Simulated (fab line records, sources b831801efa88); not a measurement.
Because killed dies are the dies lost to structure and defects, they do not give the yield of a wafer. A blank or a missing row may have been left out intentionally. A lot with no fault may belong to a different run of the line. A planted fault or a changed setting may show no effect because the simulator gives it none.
Comparing a struck lot with a sound one | flow sky130 | 35 steps out of a route of 708
Sound: these wafers, L528.3, L528.4, L528.5. Struck: wafers L530.2, L530.5, L530.6. Last of all comes the cause.
Per side, at each step with rows, come the tool, then ch with its chambers, and then its first start. Under that, the readings that differ: sound wafers | struck wafers | difference of the means | sigmas: that difference in standard deviations of wafers without a fault.
alike: words and numbers the same on both sides, and readings whose means are apart by under 2 such deviations; not compared: readings that were withheld, readings missing a value for some wafer, numbers with overlapping values and no deviation given by the record, and bounds like >300 which may hide the same value.
A row with sigmas, a row that says differs or no value, or rows on one side alone: a step with any of these is where the two part. When numbers do not overlap yet have no deviation, they are printed without sigmas and do not part them. A reading that every wafer of one side lacks parts them only if that side has two wafers or more.

first, 10 steps without rows for these wafers: SKY_VIA1_HMDS_05 (prime time 60 s); SKY_VIA1_COAT_06 (resist thk 60 nm); SKY_VIA1_COAT_07 (resist thk 450 nm); SKY_VIA1_SOFTBAKE_08 (time 90 s); SKY_VIA1_EXPOSE_09 (exposes mask VIM, target cd 150 nm); SKY_VIA1_PEB_10; SKY_VIA1_DEVELOP_11 (develop time 60 s); SKY_VIA1_ETCH_14 (etches BARC in N2/H2, stops on SiO2, time 45.9 s, target depth 60 nm); SKY_VIA1_ETCH_15 (etches SiO2 in C4F8/O2/Ar, stops on TiN, target depth 351 nm, time 54 s); SKY_VIA1_STRIP_16 (strips in O2/N2).
SKY_VIA1_STRIP_17: strips in post etch residue remover, time 1200 s.
  sound on wet-bench-03 ch 2, day 34 01:58; struck on wet-bench-03 ch 3, day 34 20:08
then, 23 steps without rows for these wafers: SKY_VIA1_CLEAN_18 (cleans in IPA, time 180 s); SKY_VIA1_CLEAN_19 (cleans in O3/DIW); SKY_VIA1_SPUTTER_20 (material TiN, target thk 20 nm, time 80 s); SKY_VIA1_CVD_21 (deposits W, target thk 270 nm, time 80.902 s); SKY_VIA1_CMP_24 (polishes, stops on SiO2, t overpolish 15 s, target thk 0 nm); SKY_METAL2_SPUTTER_00 (material Ti, target thk 15 nm, time 10 s); SKY_METAL2_SPUTTER_01 (material TiN, target thk 20 nm, time 16.7 s); SKY_METAL2_SPUTTER_02 (material AlCu, target thk 250 nm, time 13.3 s); SKY_METAL2_SPUTTER_03 (material Ti, target thk 5 nm, time 3.3 s); SKY_METAL2_SPUTTER_04 (material TiN, target thk 70 nm, time 58.3 s); SKY_METAL2_DEHYDRATE_07 (time 60 s); SKY_METAL2_HMDS_08 (prime time 60 s); SKY_METAL2_COAT_09 (resist thk 60 nm); SKY_METAL2_COAT_10 (resist thk 450 nm); SKY_METAL2_SOFTBAKE_11 (time 90 s); SKY_METAL2_EXPOSE_12 (exposes mask MM2, target cd 140 nm); SKY_METAL2_PEB_13; SKY_METAL2_DEVELOP_14 (develop time 60 s); SKY_METAL2_DESCUM_17 (chemistry O2, time 8 s); SKY_METAL2_ETCH_18 (etches BARC in N2/H2, stops on SiO2, time 45.9 s, target depth 60 nm); SKY_METAL2_METAL_ETCH_19 (etches the open film in Cl2/BCl3, stops on SiO2, target depth 360 nm, time 78 s); SKY_METAL2_STRIP_20 (strips in O2/N2); SKY_METAL2_STRIP_21 (strips in post etch residue remover, time 1200 s).
-- the record jumps here: 12 days lie between the struck wafers' starts before and after (it left off in module METAL2 and takes up again in module PAD_OPEN, whose first step shown is number 708 of the route) --
SKY_PAD_OPEN_PROBE_99:
  sound on prober-02, day 46 00:16; struck on prober-02, day 46 14:18
  reading                               | sound             | struck                                                                     | difference                   | sigmas
  hold                                  | - - -             | await-dispo/1.8h/release await-dispo/1.8h/release await-dispo/1.8h/release | no value on the sound wafers |
  defect-limited-yield (%)              | 84.1 82.5 81.7    | 73.2 73.8 76.2                                                             | -8.4                         | -4
  killed_at_M0_to_M3                    | 38 47 42          | 92 87 71                                                                   | +41                          | +6
  killed-dies                           | 78 86 90          | 132 129 117                                                                | +41                          | +4
  sort_bin_3_pad_short (%)              | 0.8 1.6 1.0       | 1.2 2.8 2.8                                                                | +1.1                         | +3
  sort_bin_5_function (%)               | 9.1 10.0 10.6     | 18.1 17.5 14.6                                                             | +6.8                         | +4
  sort-n-pass                           | 414 406 402       | 360 363 375                                                                | -41                          | -4
  sort-yield-pct (%)                    | 84.1 82.5 81.7    | 73.2 73.8 76.2                                                             | -8.4                         | -4
  model.etest.tester.sort-n-pass        | 414 406 402       | 360 363 375                                                                | -41                          |
  model.etest.tester.sort-yield-pct (%) | 84.15 82.52 81.71 | 73.17 73.78 76.22                                                          | -8.40                        |
  model.etest.tester.sort_bin_5_pct (%) | 9.146 9.959 10.57 | 18.09 17.48 14.63                                                          | +6.84                        |
  alike: killed_at_M4_up, killed-at-contacts, killed-at-front-end, killed-at-other, killed-open, killed-short, sort_bin_6_memory
  not compared: model.etest.tester.sort_bin_3_pct

## WHERE THEY PART
At SKY_PAD_OPEN_PROBE_99 and nowhere else, as far as this record goes.

WHY: whatever the simulator had introduced
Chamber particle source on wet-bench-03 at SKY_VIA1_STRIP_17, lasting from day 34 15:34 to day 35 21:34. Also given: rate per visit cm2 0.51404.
